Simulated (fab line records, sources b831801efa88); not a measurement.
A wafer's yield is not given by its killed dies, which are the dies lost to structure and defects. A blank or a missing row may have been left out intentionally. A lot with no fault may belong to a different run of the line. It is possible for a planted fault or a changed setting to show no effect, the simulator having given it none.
Commonality check across tools || flow gf180mcu || 13 lots, 39 wafers sampled

== THE REASON FOR OPENING IT ==
GF_VT_IMPLANT_RS_MEAS_47, reading NWELL_RS: flagged on 2 of 13 lots. Wafers without a fault read 487.3 ohm/sq, standard deviation 1.2.
Rule: flag the lot when none of its wafers has a number, or when each of its wafers that has one lies beyond 4 standard deviations from that mean. The rest of the lots are taken to be sound.

{"lot": "L498", "measured": "day 7 13:52", "on": "film metro-04", "NWELL_RS (ohm/sq), wafer by wafer": "488.3 486.1 488.7", "flag": ""}
{"lot": "L499", "measured": "day 7 21:42", "on": "film metro-01", "NWELL_RS (ohm/sq), wafer by wafer": "486.8 487.4 487.3", "flag": ""}
{"lot": "L500", "measured": "day 8 05:03", "on": "film metro-02", "NWELL_RS (ohm/sq), wafer by wafer": "485.1 485.9 485.6", "flag": ""}
{"lot": "L502", "measured": "day 8 20:07", "on": "film metro-02", "NWELL_RS (ohm/sq), wafer by wafer": "489.7 490.0 490.3", "flag": ""}
{"lot": "L503", "measured": "day 9 00:23", "on": "film metro-02", "NWELL_RS (ohm/sq), wafer by wafer": "485.9 485.7 485.6", "flag": ""}
{"lot": "L504", "measured": "day 9 08:37", "on": "film metro-01", "NWELL_RS (ohm/sq), wafer by wafer": "486.4 486.0 487.7", "flag": ""}
{"lot": "L506", "measured": "day 10 00:18", "on": "film metro-04", "NWELL_RS (ohm/sq), wafer by wafer": "486.5 487.0 488.2", "flag": ""}
{"lot": "L513", "measured": "day 12 02:55", "on": "film metro-02", "NWELL_RS (ohm/sq), wafer by wafer": "471.7 471.3 470.6", "flag": "FLAGGED"}
{"lot": "L514", "measured": "day 12 06:28", "on": "film metro-02", "NWELL_RS (ohm/sq), wafer by wafer": "472.0 471.3 472.5", "flag": "FLAGGED"}
{"lot": "L516", "measured": "day 12 21:01", "on": "film metro-01", "NWELL_RS (ohm/sq), wafer by wafer": "489.2 488.7 488.4", "flag": ""}
{"lot": "L518", "measured": "day 13 07:06", "on": "film metro-02", "NWELL_RS (ohm/sq), wafer by wafer": "487.0 486.2 485.7", "flag": ""}
{"lot": "L519", "measured": "day 13 13:44", "on": "film metro-02", "NWELL_RS (ohm/sq), wafer by wafer": "486.6 486.6 486.6", "flag": ""}
{"lot": "L521", "measured": "day 14 06:58", "on": "film metro-04", "NWELL_RS (ohm/sq), wafer by wafer": "487.5 486.0 487.7", "flag": ""}
The mean of the flagged lots' numbers is 471.6 ohm/sq, -15.7 ohm/sq from the usual (-13 standard deviations).

== TOOL THAT RAN EACH LOT ==
The record holds 1 process step before the reading, out of a route of 602 steps. Each cell gives the tool, then ch followed by the chambers the sampled wafers passed through, then the start.
{"lot": "L498", "flag": "", "GF_NWELL_IMPLANT_09": "implanter-02 ch 0, day 3 07:56"}
{"lot": "L499", "flag": "", "GF_NWELL_IMPLANT_09": "implanter-02 ch 0, day 3 14:07"}
{"lot": "L500", "flag": "", "GF_NWELL_IMPLANT_09": "implanter-03 ch 0, day 3 18:02"}
{"lot": "L502", "flag": "", "GF_NWELL_IMPLANT_09": "implanter-02 ch 0, day 4 06:08"}
{"lot": "L503", "flag": "", "GF_NWELL_IMPLANT_09": "implanter-04 ch 0, day 4 10:13"}
{"lot": "L504", "flag": "", "GF_NWELL_IMPLANT_09": "implanter-04 ch 0, day 4 17:08"}
{"lot": "L506", "flag": "", "GF_NWELL_IMPLANT_09": "implanter-03 ch 0, day 5 06:02"}
{"lot": "L513", "flag": "FLAGGED", "GF_NWELL_IMPLANT_09": "implanter-02 ch 0, day 6 21:55"}
{"lot": "L514", "flag": "FLAGGED", "GF_NWELL_IMPLANT_09": "implanter-02 ch 0, day 7 01:20"}
{"lot": "L516", "flag": "", "GF_NWELL_IMPLANT_09": "implanter-04 ch 0, day 7 12:44"}
{"lot": "L518", "flag": "", "GF_NWELL_IMPLANT_09": "implanter-04 ch 0, day 7 20:57"}
{"lot": "L519", "flag": "", "GF_NWELL_IMPLANT_09": "implanter-03 ch 0, day 8 03:38"}
{"lot": "L521", "flag": "", "GF_NWELL_IMPLANT_09": "implanter-04 ch 0, day 8 15:50"}
What these steps do:
- GF_NWELL_IMPLANT_09
- GF_VT_IMPLANT_RS_MEAS_47: measures by four-point-probe.

== FLAGGED AGAINST TOTAL, ONE TOOL AT A TIME (gauges that did the reading follow at the end) ==
{"step": "GF_NWELL_IMPLANT_09", "tool": "implanter-02", "lots run": 5, "flagged": 2, "share of the flagged lots": "all", "sound lots run after its first flagged lot": 0}
{"step": "GF_NWELL_IMPLANT_09", "tool": "implanter-03", "lots run": 3, "flagged": 0, "share of the flagged lots": "none", "sound lots run after its first flagged lot": "-"}
{"step": "GF_NWELL_IMPLANT_09", "tool": "implanter-04", "lots run": 5, "flagged": 0, "share of the flagged lots": "none", "sound lots run after its first flagged lot": "-"}
{"step": "GF_VT_IMPLANT_RS_MEAS_47", "tool": "film metro-01", "lots run": 3, "flagged": 0, "share of the flagged lots": "none", "sound lots run after its first flagged lot": "-"}
{"step": "GF_VT_IMPLANT_RS_MEAS_47", "tool": "film metro-02", "lots run": 7, "flagged": 2, "share of the flagged lots": "all", "sound lots run after its first flagged lot": "2 (L518,L519)"}
{"step": "GF_VT_IMPLANT_RS_MEAS_47", "tool": "film metro-04", "lots run": 3, "flagged": 0, "share of the flagged lots": "none", "sound lots run after its first flagged lot": "-"}

== WHAT IS ALLOWED BY THE TABLE ==
implanter-02 at GF_NWELL_IMPLANT_09 and film metro-02 at GF_VT_IMPLANT_RS_MEAS_47 are the 2 rows of the table that ran each flagged lot.
- implanter-02 at GF_NWELL_IMPLANT_09: 2 of its 5 lots flagged. Its last sound lot is L502 (day 4 06:08), its first flagged lot L513 (day 6 21:55): a fault that began between those two fits. Its own readings (dose ions cm2, faraday current uA) fall more than 4 standard deviations out on all wafers of the flagged lots.
- film metro-02 at GF_VT_IMPLANT_RS_MEAS_47: 2 of its 7 lots flagged. Sound lots ran on it after the first flagged one (L518, L519), which a lasting fault on the whole tool wouldn't allow.
Left over: one tool, implanter-02 at GF_NWELL_IMPLANT_09.

== WHAT HAD BEEN PUT IN BY THE SIMULATOR ==
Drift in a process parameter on implanter-02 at GF_NWELL_IMPLANT_09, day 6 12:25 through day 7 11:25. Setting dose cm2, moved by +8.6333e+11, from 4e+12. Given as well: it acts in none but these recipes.
Shown lots that were struck: L513, L514. The rule given above showed the same thing.
